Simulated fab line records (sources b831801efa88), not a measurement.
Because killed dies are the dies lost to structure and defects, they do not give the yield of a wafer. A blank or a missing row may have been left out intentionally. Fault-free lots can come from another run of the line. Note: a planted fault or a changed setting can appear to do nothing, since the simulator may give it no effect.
One fault seen from 2 desks	flow gf180mcu	each desk has only its own numbers; what lay behind them comes last

THE METROLOGY DESK
What the gauges read for every lot (on any tool): the sampled wafers with a number, averaged. If a lot's mean is further than 4 standard deviations from the usual mean, the lot is out of limits and carries the mark OUT (the distance appears in the brackets).
Columns: A = CONTACT_OVL at GF_CONTACT_OVL_MEAS_15, usual 0 nm; B = CONTACT_W_RS at GF_CONTACT_RS_MEAS_25, usual 0.384 ohm/sq; C = CONTACT_W_THK at GF_CONTACT_THK_MEAS_26, usual 300.8 nm
lot	first seen here	A	B	C
L939	day 16 12:36	3	0.388	297.2
L940	day 16 18:17	3	0.379	305.7
L941	day 17 04:44	-4	0.383	301.2
L945	day 18 17:19	3	0.255 (-40) OUT	457.9 (+52) OUT
L946	day 19 04:43	-4	0.254 (-41) OUT	451.7 (+50) OUT
L947	day 19 05:42	3	0.383	303.7
L955	day 22 08:17	-1	0.383	297.9
L956	day 22 16:27	0	0.383	299.0
L957	day 22 21:08	-1	0.382	300.1
L958	day 23 05:32	0	0.382	300.7
L959	day 23 11:47	-2	0.383	302.8
L961	day 24 09:49	0	0.385	300.0
This desk's result: L945, L946 out of limits, first on L945 (CONTACT_W_RS at GF_CONTACT_RS_MEAS_25), day 18 18:03. L939, L940, L941, L947, L955, L956, L957, L958, L959, L961: within limits.

FOR THE TOOL OWNER'S DESK: cvd_w-02
The tool's own readings at GF_CONTACT_CVD_24 (deposits W, target thk 300 nm, time 90.339 s): means of the sampled wafers that have a number, for each lot that ran on this tool. If a lot's mean is further than 4 standard deviations from the usual mean, the lot is out of limits and carries the mark OUT (the distance appears in the brackets).
Columns: A = heater_power_outer_w at GF_CONTACT_CVD_24, usual 551 W; B = heater_power_w at GF_CONTACT_CVD_24, usual 881 W; C = susceptor_temp_C at GF_CONTACT_CVD_24, usual 400.02 C
lot	first seen here	A	B	C
L939	day 16 13:12	560	883	399.99
L941	day 17 05:20	578	878	399.89
L945	day 18 17:56	687	1036	424.18 (+99 or more) OUT
L946	day 19 05:19	684	1013	424.00 (+99 or more) OUT
L957	day 22 21:44	540	866	400.04
L959	day 23 12:23	585	890	400.12
L961	day 24 10:29	536	878	400.07
This desk's verdict: out of limits on L945, L946, starting with L945 at day 18 17:56 (susceptor_temp_C at GF_CONTACT_CVD_24). L939, L941, L957, L959, L961: within limits.

TAKEN TOGETHER
At day 18 17:56, on L945, L946, the tool owner's desk was in a position to raise an alarm.
Metrology desk: alarm possible at day 18 18:03 on L945, L946.
On cvd_w-02, each named lot ran GF_CONTACT_CVD_24.

WHAT THE SIMULATOR HAD PUT IN
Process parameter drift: cvd_w-02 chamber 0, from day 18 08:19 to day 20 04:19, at GF_CONTACT_CVD_24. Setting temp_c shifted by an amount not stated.
Lots struck among those shown: L945, L946.
Fault start to first reading out of limits, in hours, per desk: tool owner, 10; metrology, 10.
